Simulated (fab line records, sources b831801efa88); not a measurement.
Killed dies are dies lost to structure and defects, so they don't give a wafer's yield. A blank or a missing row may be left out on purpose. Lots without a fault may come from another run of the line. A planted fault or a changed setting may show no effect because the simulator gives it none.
Problem report in the 8D (eight disciplines) form, filled by code | flow sky130 | the parts of the form that need people (team, actions taken, sign-off) are left out

1. THE PROBLEM
run_length_s at SKY_METAL4_SOFTBAKE_09 reads a mean of 97.51 s on 6 wafers of 2 lots; wafers without a fault read 118.94 s with a standard deviation of 0.15. That is -99 or more standard deviations from the usual mean.
The step: time 90 s.
First seen on wafer L202.1, day 45 01:00, on litho_track-01. The record holds 36 wafers of 12 lots with a number at this step. Rule for "out", or "out of limits": more than 4 standard deviations from the usual mean. The other wafers with a number count as sound.

2. WHAT IT IS AND WHAT IT IS NOT
question                    | is                                 | is not
which readings at this step | run_length_s, heater_power_total_W | -
which lots                  | L202, L203                         | L191, L192, L193, L195, L196, L198, L201, L208, L210, L213
which wafers of those lots  | all that have a number             | -
read on which tools         | litho_track-01                     | litho_track-02, litho_track-03
when                        | from day 45 01:00                  | up to then (21 sound wafers); but 9 sound wafers of L208, L210, L213 came after

3. SUSPECTS, AND WHAT RULES EACH OUT
Counting: a tool at a process step up to the reading stays a suspect if it ran every lot that is out and no sound lot after the first of them.
- rie_diel-03 at SKY_VIA3_ETCH_14 (etches BARC in N2/H2, stops on SiO2, time 45.9 s, target depth 60 nm): ruled out as a lasting fault. Sound lots L210 ran on it after its first lot that is out, L202 (day 43 13:59).
- litho_track-01 at SKY_METAL4_SOFTBAKE_09 (time 90 s): kept. It ran every lot that is out, first L202 (day 45 01:00), and no sound lot after that; its last sound lot up to then is L201 (day 44 21:00). Its own readings are out on those wafers: heater_power_total_W, run_length_s.
Left after counting: litho_track-01 at SKY_METAL4_SOFTBAKE_09.

4. THE CAUSE (what the simulator had put in)
Process parameter drift: litho_track-01, from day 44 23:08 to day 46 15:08, at SKY_METAL4_SOFTBAKE_09. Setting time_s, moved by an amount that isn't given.
Counting left only this tool.

5. THE CHAIN OF EFFECTS, in route order
Each row: a reading whose mean over the struck wafers that have a number lies more than 3 standard deviations from the usual. Only readings for which the record gives a usual standard deviation are gone through. hours: the time from each lot's start at the first step in this table that gives one to its start at this step, as a median over the lots. sigmas: the change in usual standard deviations.
hours | step                   | reading              | usual    | on struck wafers | change | sigmas
0     | SKY_METAL4_SOFTBAKE_09 | heater_power_total_W | 57.35 W  | 62.55            | +5.20  | +43
0     | SKY_METAL4_SOFTBAKE_09 | run_length_s         | 118.94 s | 97.51            | -21.43 | -99 or more
The process steps in it:
- SKY_METAL4_SOFTBAKE_09: time 90 s.

6. WHAT WOULD HAVE CAUGHT IT SOONER
In this record the first reading out of limits was taken at day 45 01:00, 2 hours after the fault began at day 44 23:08.
